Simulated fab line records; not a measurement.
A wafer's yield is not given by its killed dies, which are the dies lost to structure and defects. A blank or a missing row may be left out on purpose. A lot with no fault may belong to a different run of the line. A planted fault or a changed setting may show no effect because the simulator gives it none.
Problem report, 8D (eight disciplines) form, completed by code | flow sky130 | the parts of the form that need people (team, actions taken, sign-off) are left out

## 1. THE ISSUE
At SKY_METAL2_METAL_ETCH_19, biasW averages 60.70 W over 4 wafers from 2 lots, while fault-free wafers read 48.50 W, standard deviation 0.14. That is +87 standard deviations from the usual mean.
The step: etches the open film in Cl2/BCl3, stops on SiO2, target depth 360 nm, time 78 s.
Seen first at day 37 15:34 on rieMetal-01, wafer L399.3. At this step, 33 wafers from 11 lots have a number in the record. The rule behind "out" and "out of limits": a value lying over 4 standard deviations away from the usual mean. The other wafers with a number count as sound.

## 2. WHAT IT IS, AND WHAT IT ISN'T
question                    | is                             | is not
which readings at this step | biasW                          | drypumpMotorCurrentA, oesProductAu, throttleValvePct
which lots                  | L399, L400                     | L392, L396, L398, L404, L409, L411, L412, L414, L415
which wafers of those lots  | L399.3, L400.2, L400.3, L400.6 | L399.1, L399.6
read on which tools         | rieMetal-01                    | rieMetal-02, rieMetal-03
when                        | from day 37 15:34              | up to then (11 sound wafers); but 18 sound wafers of L404, L409, L411, L412, L414, L415 came after

## 3. WHAT RULES OUT EACH SUSPECT
Counting: any tool at a process step up to the reading remains a suspect provided it ran every lot that is out. Sound lots after the first of them don't rule it out here, since some wafers of a struck lot are sound.
- pvdSputter-02 at SKY_METAL2_SPUTTER_01 (material TiN, target thk 20 nm, time 16.7 s): kept. It ran every lot that is out, first L399 (day 36 13:15).
- pvdSputter-02 at SKY_METAL2_SPUTTER_04 (material TiN, target thk 70 nm, time 58.3 s): kept. It ran every lot that is out, first L399 (day 36 13:19).
- rieMetal-01 at SKY_METAL2_METAL_ETCH_19 (etches the open film in Cl2/BCl3, stops on SiO2, target depth 360 nm, time 78 s): kept. It processed each lot that is out (first: L399, day 37 15:34); up to then, its last sound lot is L398 (day 36 17:10). On those wafers its own readings are out: biasW.
- Within rieMetal-01 at SKY_METAL2_METAL_ETCH_19: the wafers that are out ran in chamber 0; their sound lot-mates ran in chamber 1.
After the count, these remain: pvdSputter-02 at SKY_METAL2_SPUTTER_01, pvdSputter-02 at SKY_METAL2_SPUTTER_04 and rieMetal-01 at SKY_METAL2_METAL_ETCH_19.

## 4. THE CAUSE (what the simulator had put in)
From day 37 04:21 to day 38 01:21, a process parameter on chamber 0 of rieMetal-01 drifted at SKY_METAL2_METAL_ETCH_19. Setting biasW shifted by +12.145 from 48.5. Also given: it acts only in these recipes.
3 suspects survive the count, and this tool is in that group.

## 5. THE EFFECT CHAIN, in route order
One row per reading whose mean, taken over the struck wafers that have a number, lies over 3 standard deviations from the usual. Scope: only readings with a usual standard deviation given in the record; hours: median across lots of the time from each lot's start at the first step in this table that gives one to its start at this step; sigmas: change in usual standard deviations.
hours | step                     | reading              | usual   | on struck wafers | change | sigmas
0     | SKY_METAL2_METAL_ETCH_19 | biasW                | 48.50 W | 60.70            | +12.20 | +87
0     | SKY_METAL2_STRIP_20      | stripTimeToEndpointS | 2.69 s  | 2.43             | -0.26  | -6.3
Its process steps:
- SKY_METAL2_METAL_ETCH_19: etches the open film in Cl2/BCl3, stops on SiO2, target depth 360 nm, time 78 s.
- SKY_METAL2_STRIP_20: strips in O2/N2.

## 6. WHAT WOULD HAVE CAUGHT IT SOONER
First out-of-limits reading in this record: day 37 15:34, which is 11 hours after fault onset at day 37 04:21.
